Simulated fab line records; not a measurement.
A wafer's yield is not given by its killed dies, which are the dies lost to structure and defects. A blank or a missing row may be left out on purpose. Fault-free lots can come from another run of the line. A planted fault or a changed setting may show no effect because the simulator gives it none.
Problem report in the 8D (eight disciplines) form, filled by code :: flow gf180mcu :: the parts of the form that need people (team, actions taken, sign-off) are left out

1. WHAT IS WRONG
exposure_dose_mJ_cm2 at GF_PSD_EXPOSE_04 reads a mean of 137.33 on 6 wafers of 2 lots; wafers without a fault read 140.01 with a standard deviation of 0.15. That is -18 standard deviations from the usual mean.
The step: exposes mask Pplus, target cd 400 nm.
Seen first at day 20 19:23 on iline_stepper-01, wafer L798.1. The record holds 42 wafers of 14 lots with a number at this step. Rule for "out" (also "out of limits"): further than 4 standard deviations from the usual mean. The other wafers with a number count as sound.

2. WHAT IT IS, AND WHAT IT ISN'T
question: which readings at this step
is: exposure_dose_mJ_cm2
is not: focus_offset_nm

question: which lots
is: L798, L799
is not: L778, L779, L780, L781, L782, L784, L787, L788, L789, L790, L791, L801

question: which wafers of those lots
is: all that have a number
is not: -

question: read on which tools
is: iline_stepper-01
is not: iline_stepper-02

question: when
is: from day 20 19:23
is not: up to then (33 sound wafers); but 3 sound wafers of L801 came after

3. WHAT RULES OUT EACH SUSPECT
Counting: a tool at a process step up to the reading stays a suspect if it ran every lot that is out and no sound lot after the first of them.
- iline_stepper-01 at GF_PSD_EXPOSE_04 (exposes mask Pplus, target cd 400 nm): kept. It processed each lot that is out, first L798 at day 20 19:23, and no sound lot thereafter; up to then, the last sound lot it processed was L791 at day 18 04:55. Its own readings are out on those wafers: exposure_dose_mJ_cm2.
The count leaves iline_stepper-01 at GF_PSD_EXPOSE_04.

4. THE CAUSE (what the simulator had put in)
Process parameter drift: iline_stepper-01, from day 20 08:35 on, at GF_PSD_EXPOSE_04. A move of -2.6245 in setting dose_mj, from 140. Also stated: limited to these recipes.
Only this tool survived the counting.

5. SEQUENCE OF EFFECTS, ordered by route
Each row: a reading where the mean over the struck wafers with a number is more than 3 standard deviations away from the usual. Scope: only readings with a usual standard deviation given in the record; hours: median across lots of the time from each lot's start at the first step in this table that gives one to its start at this step; sigmas: change in usual standard deviations.
hours: 0
step: GF_PSD_EXPOSE_04
reading: exposure_dose_mJ_cm2
usual: 140.01
on struck wafers: 137.33
change: -2.68
sigmas: -18
Process steps it contains:
- GF_PSD_EXPOSE_04: exposes mask Pplus, target cd 400 nm.
At these later measuring or inspecting steps, every struck wafer for which the step has a row has a number for every such reading, and none has moved that far: GF_SAB_THK_MEAS_01, GF_CONTACT_CD_MEAS_14.

6. WHAT WOULD HAVE CAUGHT IT SOONER
In this record no reading fell out of limits until day 20 19:23, 11 hours after the fault had begun at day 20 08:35.
